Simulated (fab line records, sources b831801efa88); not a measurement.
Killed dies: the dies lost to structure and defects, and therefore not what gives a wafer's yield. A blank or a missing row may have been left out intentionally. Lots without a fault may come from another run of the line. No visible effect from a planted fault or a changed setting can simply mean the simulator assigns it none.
Matching of chambers -- flow sky130 -- 3 sister chambers for SKY_PASSIVATION_CVD_00 on pecvd-02
The step deposits SiO2, target thk 90 nm. 6 wafers are shown with their chamber, then 7 later ones without.

## WAFERS PAIRED WITH THEIR CHAMBERS
wafer,chamber,heater-power-w (W)
L784.6,2,563
L786.1,2,520
L786.2,1,1048
L786.6,0,504
L788.2,0,647
L788.3,1,976

## WAFERS WITH NO CHAMBER GIVEN
wafer,heater-power-w (W)
L788.5,964
L793.1,1091
L793.5,503
L793.6,613
L798.3,976
L798.4,1010
L798.6,558

## THE CHAMBER EACH PASSED THROUGH
wafer,from the rows above,in truth
L788.5,1,1
L793.1,1,1
L793.5,can't be placed: 2 or 0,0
L793.6,can't be placed: 0 or 2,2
L798.3,1,1
L798.4,1,1
L798.6,can't be placed: 2 or 0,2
Correct placement for 4 of the 7. Can't be placed from these rows: 3 (the true chamber is among the candidates in 3). Placed wrongly: 0.
How it was worked out, from the rows above alone: a wafer's distance from a chamber is the root of the sum, over the readings, of the square of ((its reading less the chamber's mean) divided by the reading's scatter). If the next closest chamber is less than 2 further off than the closest, the wafer can't be placed; otherwise it belongs to the closest. A chamber's mean is the mean of its shown wafers. The scatter: the root of (the sum of the squares of (reading less its chamber's mean) over the shown wafers, divided by (wafers less chambers)).
